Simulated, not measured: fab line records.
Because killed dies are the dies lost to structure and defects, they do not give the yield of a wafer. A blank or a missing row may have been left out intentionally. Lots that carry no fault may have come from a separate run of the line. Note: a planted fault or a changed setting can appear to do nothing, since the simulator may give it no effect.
Which tool did it? + flow gf180mcu + 21 wafers from 7 lots sampled at 2 of the route's 602 steps

## WHAT THE GAUGES READ, wafer by wafer
GF_PSD_OVL_MEAS_08.
| lot  | measured     | on         | PSD_OVL (nm)                              |
|------|--------------|------------|-------------------------------------------|
| L891 | day 15 23:45 | overlay-02 | 0.5 -1.0 0.7                              |
| L892 | day 16 14:43 | overlay-01 | -0.6 0.6 1.9                              |
| L894 | day 16 21:54 | overlay-01 | -1.9 -1.4 -0.6                            |
| L898 | day 18 10:11 | overlay-02 | -3.9 -1.8 -2.2                            |
| L900 | day 19 10:59 | overlay-01 | -139.8 -139.0 -140.1 -140.8 -140.5 -141.0 |
| L905 | day 20 21:49 | overlay-01 | 0.3 -0.8 -0.6                             |
| L909 | day 22 08:08 | overlay-01 | 0.3 1.2 0.6                               |

## TOOL THAT RAN EACH LOT (tool first, then ch and the chambers of the sampled wafers, then the start)
| lot  | GF_PSD_EXPOSE_04                   |
|------|------------------------------------|
| L891 | ilineStepper-01 ch 0, day 15 12:50 |
| L892 | ilineStepper-02 ch 0, day 16 03:17 |
| L894 | ilineStepper-01 ch 0, day 16 10:47 |
| L898 | ilineStepper-02 ch 0, day 17 22:34 |
| L900 | ilineStepper-01 ch 0, day 18 23:31 |
| L905 | ilineStepper-02 ch 0, day 20 09:19 |
| L909 | ilineStepper-02 ch 0, day 21 20:45 |
- GF_PSD_EXPOSE_04: exposes mask Pplus, target cd 400 nm.

## THE ANSWER, worked out from the rows above alone
Rule: the lots themselves supply what counts as usual. Put in order of their means at a reading, lots are off if they are a third of the lots or fewer, leave a main group of 4 or more, and stand apart from it by a gap of 3 or more times the standard deviation of the main group's means; of several such gaps the widest counts. If all means in a main group match to the digits the tables above print for the reading, that group is not used. A lot without any number at a reading at which 4 lots or more have one is off too. Any other lot the step has rows for is counted as sound.
Off: L900, at GF_PSD_OVL_MEAS_08 (PSD_OVL). The main group has a mean of -0.5 nm with a standard deviation of 1.2.
A tool fits if, at a process step before that reading, it ran every lot that is off, and no sound lot after the first of them. Gauges at GF_PSD_OVL_MEAS_08: tried the same way as those tools. One candidate fits, namely ilineStepper-01 at GF_PSD_EXPOSE_04. Its last sound lot is L894 (day 16 10:47), its first lot that is off L900 (day 18 23:31): a fault that began between those two fits.

## WHAT THE SIMULATOR PUT IN
Scanner matching overlay: ilineStepper-01, from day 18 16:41 on, at GF_PSD_EXPOSE_04. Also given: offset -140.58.
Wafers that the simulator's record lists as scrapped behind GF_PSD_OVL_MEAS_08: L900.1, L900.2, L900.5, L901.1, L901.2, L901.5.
Lots struck among those shown: L900. The rule above found the same.
